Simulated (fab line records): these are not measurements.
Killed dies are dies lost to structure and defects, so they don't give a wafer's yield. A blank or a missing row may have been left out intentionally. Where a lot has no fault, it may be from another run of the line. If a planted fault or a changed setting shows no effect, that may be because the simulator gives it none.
2 desks looking at one fault :: flow gf180mcu :: every desk sees just its own numbers, and what lay behind them comes last

AT THE METROLOGY DESK
What the gauges read for every lot (on any tool): the sampled wafers with a number, averaged. If a lot's mean is further than 4 standard deviations from the usual mean, the lot is out of limits and carries the mark OUT (the distance appears in the brackets).
Columns: A = TOP_METAL_ALCU_RS at GF_TOP_METAL_RS_MEAS_05, usual 0.03275 ohm/sq; B = TOP_METAL_ALCU_THK at GF_TOP_METAL_THK_MEAS_06, usual 915 nm; C = cd-nm at GF_TOP_METAL_CD_MEAS_14, usual 440.3 nm; D = TOP_METAL_OVL at GF_TOP_METAL_OVL_MEAS_15, usual -1.2 nm
lot: L414
first seen here: day 30 03:48
A: 0.03289
B: 913
C: 440.7
D: -1.9

lot: L416
first seen here: day 30 10:39
A: 0.03236
B: 926
C: 442.7
D: -0.6

lot: L417
first seen here: day 30 22:44
A: 0.03284
B: 914
C: 439.0
D: -2.4

lot: L418
first seen here: day 30 22:58
A: 0.03301
B: 904
C: 428.6 (-4.9) OUT
D: -1.8

lot: L428
first seen here: day 33 06:46
A: 0.03239
B: 923
C: 441.3
D: 0.9
This desk's finding: out of limits on L418; first on L418, day 31 16:50 (cd-nm at GF_TOP_METAL_CD_MEAS_14). L414, L416, L417, L428: within limits.

FOR THE TOOL OWNER'S DESK: iline-stepper-01
The tool's own readings at GF_TOP_METAL_EXPOSE_11 (exposes mask MetalTop, target cd 440 nm): means of the sampled wafers that have a number, for each lot that ran on this tool. If a lot's mean is further than 4 standard deviations from the usual mean, the lot is out of limits and carries the mark OUT (the distance appears in the brackets).
Columns: A = reticle-temp-C at GF_TOP_METAL_EXPOSE_11, usual 23.00 C
lot: L414
first seen here: day 30 12:23
A: 22.94

lot: L416
first seen here: day 30 20:16
A: 22.90

lot: L417
first seen here: day 31 06:58
A: 23.03

lot: L418
first seen here: day 31 07:34
A: 23.01
This desk found nothing out of limits on any of the 4 lots.

ALL TOGETHER
An alarm was possible from the metrology desk at day 31 16:50, on L418.
The desk of the tool owner found nothing out of limits.
The tool owner's desk has L418 on record, within its limits.
The lots listed all ran GF_TOP_METAL_EXPOSE_11 on iline-stepper-01.

WHAT HAD BEEN PUT IN BY THE SIMULATOR
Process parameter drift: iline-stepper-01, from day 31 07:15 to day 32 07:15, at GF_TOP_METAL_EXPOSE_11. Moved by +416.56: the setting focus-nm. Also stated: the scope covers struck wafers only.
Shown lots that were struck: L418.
Per desk, hours elapsed from the start of the fault to the first reading out of limits: for the metrology desk, 10.
